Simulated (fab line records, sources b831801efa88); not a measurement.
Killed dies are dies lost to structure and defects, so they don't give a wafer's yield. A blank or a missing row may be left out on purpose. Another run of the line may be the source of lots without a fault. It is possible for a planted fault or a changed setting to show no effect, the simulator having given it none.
What tool caused it?	flow gf180mcu	14 lots with 42 wafers sampled at 4 steps, on a route of 602 steps

## WHAT EACH GAUGE READ, for each wafer
The record holds no reading of a measuring or inspecting step that can be judged against a usual standard deviation.

## TOOL THAT RAN EACH LOT (tool first, then ch and the chambers of the sampled wafers, then the start)
lot	GF_SAB_CVD_00	GF_SAB_WET_ETCH_12	GF_CONTACT_SPUTTER_22	GF_M2_SPUTTER_00
L850	pecvd-03 ch 0,1,2, day 14 10:58	wetBench-03 ch 2, day 15 08:15	pvdSputter-04, day 16 08:23	pvdSputter-02, day 18 10:08
L852	pecvd-04 ch 1,2, day 15 05:32	wetBench-02 ch 0, day 16 02:57	pvdSputter-04, day 17 04:22	pvdSputter-04, day 19 07:16
L853	pecvd-04 ch 0,1,2, day 15 12:48	wetBench-02 ch 3, day 16 10:24	pvdSputter-03, day 17 11:29	pvdSputter-02, day 19 14:16
L856	pecvd-03 ch 0,1,2, day 16 14:32	wetBench-03 ch 1, day 17 13:01	pvdSputter-03, day 18 14:22	pvdSputter-01, day 20 18:13
L854	pecvd-01 ch 0,1,2, day 16 15:29	wetBench-02 ch 0, day 17 13:58	pvdSputter-03, day 18 16:00	pvdSputter-02, day 20 19:34
L855	pecvd-03 ch 1,2, day 16 16:17	wetBench-02 ch 1, day 17 14:52	pvdSputter-04, day 18 17:07	pvdSputter-01, day 20 20:52
L857	pecvd-01 ch 0,1,2, day 17 00:27	wetBench-04 ch 1, day 17 23:20	pvdSputter-02, day 19 00:59	pvdSputter-01, day 21 04:55
L858	pecvd-01 ch 0,1,2, day 17 14:47	wetBench-04 ch 3, day 18 14:26	pvdSputter-04, day 19 16:21	pvdSputter-02, day 21 20:52
L859	pecvd-01 ch 0,2, day 17 15:21	wetBench-02 ch 3, day 18 14:34	pvdSputter-03, day 19 16:42	pvdSputter-01, day 21 21:28
L863	pecvd-03 ch 1,2, day 19 12:20	wetBench-03 ch 3, day 20 12:41	pvdSputter-03, day 21 15:17	pvdSputter-02, day 23 16:46
L867	pecvd-03 ch 0,1,2, day 20 21:27	wetBench-02 ch 3, day 21 21:01	pvdSputter-04, day 22 22:40	pvdSputter-02, day 24 23:05
L868	pecvd-01 ch 0,1,2, day 21 06:54	wetBench-02 ch 0, day 22 06:40	pvdSputter-02, day 23 07:40	pvdSputter-01, day 25 13:04
L869	pecvd-04 ch 0,1, day 21 07:49	wetBench-03 ch 2, day 22 07:47	pvdSputter-03, day 23 09:23	pvdSputter-02, day 25 13:09
L871	pecvd-04 ch 0,1,2, day 22 03:10	wetBench-04 ch 0, day 23 02:19	pvdSputter-04, day 24 02:58	pvdSputter-01, day 26 00:42
- GF_SAB_CVD_00: deposits SiO2 from TEOS, target thk 50 nm, time 4.9302 s.
- GF_SAB_WET_ETCH_12: etches SiO2 in dHF, target depth 22 nm, time 440 s.
- GF_CONTACT_SPUTTER_22: material Ti, target thk 15 nm, time 80.02 s.
- GF_M2_SPUTTER_00: material Ti, target thk 37.5 nm, time 150 s.

## WHAT THE TOOLS THEMSELVES READ (means of the sampled wafers that have a number; where no wafer has one, the mark that the record gives instead)
GF_SAB_CVD_00. Usual: 687 W for heaterPowerW, sd 99.
lot	tool	heaterPowerW (W)	flag
L850	pecvd-03	637	
L852	pecvd-04	776	
L853	pecvd-04	734	
L856	pecvd-03	690	
L854	pecvd-01	707	
L855	pecvd-03	635	
L857	pecvd-01	679	
L858	pecvd-01	669	
L859	pecvd-01	743	
L863	pecvd-03	614	
L867	pecvd-03	699	
L868	pecvd-01	717	
L869	pecvd-04	701	
L871	pecvd-04	672	

GF_SAB_WET_ETCH_12. Usual: 469 s for runLengthS, sd 4.2.
lot	tool	runLengthS (s)	flag
L850	wetBench-03	472	
L852	wetBench-02	464	
L853	wetBench-02	475	
L856	wetBench-03	466	
L854	wetBench-02	464	
L855	wetBench-02	467	
L857	wetBench-04	464	
L858	wetBench-04	474	
L859	wetBench-02	476	
L863	wetBench-03	465	
L867	wetBench-02	385	OFF
L868	wetBench-02	375	OFF
L869	wetBench-03	472	
L871	wetBench-04	466	

GF_CONTACT_SPUTTER_22. Usual: 29.5 % for throttleValvePct, sd 1.1.
lot	tool	throttleValvePct (%)	flag
L850	pvdSputter-04	28.6	
L852	pvdSputter-04	28.4	
L853	pvdSputter-03	29.2	
L856	pvdSputter-03	29.7	
L854	pvdSputter-03	28.9	
L855	pvdSputter-04	29.4	
L857	pvdSputter-02	30.5	
L858	pvdSputter-04	29.5	
L859	pvdSputter-03	29.5	
L863	pvdSputter-03	29.6	
L867	pvdSputter-04	28.4	
L868	pvdSputter-02	30.8	
L869	pvdSputter-03	28.9	
L871	pvdSputter-04	29.2	

GF_M2_SPUTTER_00. Usual: 30.2 % for throttleValvePct, sd 1.1.
lot	tool	throttleValvePct (%)	flag
L850	pvdSputter-02	30.5	
L852	pvdSputter-04	29.2	
L853	pvdSputter-02	30.5	
L856	pvdSputter-01	30.7	
L854	pvdSputter-02	29.8	
L855	pvdSputter-01	29.3	
L857	pvdSputter-01	29.4	
L858	pvdSputter-02	30.9	
L859	pvdSputter-01	30.1	
L863	pvdSputter-02	29.5	
L867	pvdSputter-02	30.6	
L868	pvdSputter-01	30.8	
L869	pvdSputter-02	30.6	
L871	pvdSputter-01	30.3	

## THE ANSWER, worked out from the rows above alone
Rule: take the mean of a lot's wafers that have a number; if it is more than 3 standard deviations from the usual mean, the lot is off. Also off: a lot with no number at a reading for which 4 or more lots have one. Where the step has rows for the other lots, those lots are counted as sound. The gauges are gone through in route order, then the tools' own readings, and for those a lot's mean is taken as printed above. At the first step where some lot is off, the reading lying furthest off is the one used; lots without a number count as furthest.
Off, at GF_SAB_WET_ETCH_12 on runLengthS: L867, L868.
If a tool, at that step or one of the process steps before it, ran each lot that is off and ran no sound lot following the first of them, it fits. One fits: wetBench-02 at GF_SAB_WET_ETCH_12. Its last sound lot is L859 (day 18 14:34), its first lot that is off L867 (day 21 21:01): a fault that began between those two fits.
The tool's own readings at GF_SAB_WET_ETCH_12 bear it out: on the lots that are off they differ by more than 5 times the standard deviation of the sound lots' means. runLengthS reads 380 s there against 469 s on the sound lots.

## WHAT THE SIMULATOR HAD INSERTED
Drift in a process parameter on wetBench-02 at GF_SAB_WET_ETCH_12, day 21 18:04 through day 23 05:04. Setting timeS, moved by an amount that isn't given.
Shown lots that were struck: L867, L868. The rule above found the same.
